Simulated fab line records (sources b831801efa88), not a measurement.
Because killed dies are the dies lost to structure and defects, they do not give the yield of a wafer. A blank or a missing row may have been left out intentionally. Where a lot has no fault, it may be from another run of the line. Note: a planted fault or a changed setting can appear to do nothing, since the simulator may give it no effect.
Which tool is to blame? :: flow gf180mcu :: Sampling: 6 lots, 18 wafers, 4 of 602 route steps

WHAT EACH GAUGE READ, for each wafer
GF_PASSIVATION_BOW_MEAS_14.
lot: L630
measured: day 29 13:46
on: film_metro-03
PASSIVATION_BOW (um): 118 132 135

lot: L632
measured: day 30 03:14
on: film_metro-04
PASSIVATION_BOW (um): 137 135 137

lot: L635
measured: day 30 23:43
on: film_metro-03
PASSIVATION_BOW (um): 138 141 150

lot: L643
measured: day 33 02:26
on: film_metro-02
PASSIVATION_BOW (um): 125 128 116

lot: L645
measured: day 33 11:55
on: film_metro-04
PASSIVATION_BOW (um): 120 129 126

lot: L649
measured: day 34 11:53
on: film_metro-04
PASSIVATION_BOW (um): 135 138 134

TOOL THAT RAN EACH LOT (tool first, then ch and the chambers of the sampled wafers, then the start)
lot: L630
GF_V4_ETCH_17: rie_diel-04 ch 0,1,2, day 25 00:00
GF_V4_CVD_23: cvd_w-02 ch 0,1, day 25 01:16
GF_TOP_METAL_SPUTTER_02: pvd_sputter-02, day 27 19:26

lot: L632
GF_V4_ETCH_17: rie_diel-03 ch 1,2,3, day 25 18:00
GF_V4_CVD_23: cvd_w-02 ch 0,1, day 25 18:46
GF_TOP_METAL_SPUTTER_02: pvd_sputter-04, day 28 10:54

lot: L635
GF_V4_ETCH_17: rie_diel-03 ch 1,2,3, day 26 15:00
GF_V4_CVD_23: cvd_w-01 ch 0,1, day 26 15:57
GF_TOP_METAL_SPUTTER_02: pvd_sputter-04, day 29 07:50

lot: L643
GF_V4_ETCH_17: rie_diel-02 ch 0,2,3, day 29 03:00
GF_V4_CVD_23: cvd_w-01 ch 0,1, day 29 04:35
GF_TOP_METAL_SPUTTER_02: pvd_sputter-02, day 31 14:25

lot: L645
GF_V4_ETCH_17: rie_diel-04 ch 1,2, day 29 13:00
GF_V4_CVD_23: cvd_w-01 ch 0,1, day 29 14:39
GF_TOP_METAL_SPUTTER_02: pvd_sputter-04, day 32 00:17

lot: L649
GF_V4_ETCH_17: rie_diel-03 ch 0,1, day 30 18:00
GF_V4_CVD_23: cvd_w-01 ch 0,1, day 30 19:24
GF_TOP_METAL_SPUTTER_02: pvd_sputter-04, day 33 02:36
- GF_V4_ETCH_17: etches SiO2 in C4F8/O2/Ar, stops on TiN, target depth 630 nm.
- GF_V4_CVD_23: deposits W, target thk 350 nm, time 104.9 s.
- GF_TOP_METAL_SPUTTER_02: material AlCu, target thk 900 nm, time 47.82 s.

THE ANSWER, worked out from the rows above alone
Rule: the lots themselves supply what counts as usual. Put in order of their means at a reading, lots are off if they are a third of the lots or fewer, leave a main group of 4 or more, and stand apart from it by a gap of 3 or more times the standard deviation of the main group's means; of several such gaps the widest counts. A main group whose means are all the same, to the digits that the tables above print for the reading, isn't used. A lot without any number at a reading at which 4 lots or more have one is off too. All remaining lots with rows at the step are treated as sound.
No lot is off on any of the readings shown, so nothing can be concluded from this.

WHAT THE SIMULATOR HAD INSERTED
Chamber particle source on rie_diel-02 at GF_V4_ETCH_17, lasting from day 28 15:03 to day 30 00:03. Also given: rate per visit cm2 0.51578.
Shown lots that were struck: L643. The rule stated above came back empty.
